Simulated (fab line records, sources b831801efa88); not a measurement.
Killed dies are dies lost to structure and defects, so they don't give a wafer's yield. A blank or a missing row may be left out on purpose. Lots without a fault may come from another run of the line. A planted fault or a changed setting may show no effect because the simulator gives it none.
Chamber matching | flow sky130 | SKY_FIELD_ISO_ETCH_15 on rie_diel-01: 4 sister chambers
The step etches the open film in CHF3/O2, stops on Si, target depth 180 nm, time 72 s. 8 wafers are shown with their chamber, then 12 later ones without.

WAFERS WITH THEIR CHAMBER
wafer  | chamber | drypump_motor_current_A (A) | throttle_valve_pct (%)
L085.1 | 1       | 5.75                        | 8.858
L085.2 | 2       | 6.01                        | 8.858
L085.3 | 0       | 5.71                        | 8.842
L086.3 | 0       | 5.71                        | 8.842
L086.5 | 3       | 5.62                        | 8.831
L089.1 | 1       | 5.76                        | 8.852
L089.5 | 2       | 6.01                        | 8.842
L089.6 | 3       | 5.62                        | 8.849

WAFERS WITHOUT THEIR CHAMBER
wafer  | drypump_motor_current_A (A) | throttle_valve_pct (%)
L090.1 | 5.69                        | 8.837
L090.2 | 5.72                        | 8.838
L090.4 | 5.63                        | 8.854
L092.2 | 5.70                        | 8.860
L092.3 | 6.04                        | 8.837
L092.4 | 5.64                        | 8.848
L094.1 | 5.62                        | 8.826
L094.2 | 5.73                        | 8.850
L094.3 | 5.72                        | 8.826
L096.2 | 5.75                        | 8.856
L096.4 | 5.70                        | 8.840
L096.5 | 5.69                        | 8.854

WHICH CHAMBER EACH WENT THROUGH
wafer  | from the rows above     | in truth
L090.1 | 0                       | 0
L090.2 | 0                       | 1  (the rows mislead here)
L090.4 | 3                       | 3
L092.2 | 0                       | 0
L092.3 | 2                       | 2
L092.4 | 3                       | 3
L094.1 | 3                       | 3
L094.2 | can't be placed: 0 or 1 | 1
L094.3 | 0                       | 0
L096.2 | 1                       | 1
L096.4 | 0                       | 0
L096.5 | 0                       | 0
Placed correctly: 10 of 12. Can't be placed from these rows: 1 (the true chamber is among the candidates in 1). Placed wrongly: 1.
How it was worked out, from the rows above alone: a wafer's distance from a chamber is the root of the sum, over the readings, of the square of ((its reading less the chamber's mean) divided by the reading's scatter). The wafer belongs to the nearest chamber; if the next one is less than 2 further off, it can't be placed. A chamber's mean is the mean of its shown wafers. The scatter: the root of (the sum of the squares of (reading less its chamber's mean) over the shown wafers, divided by (wafers less chambers)).
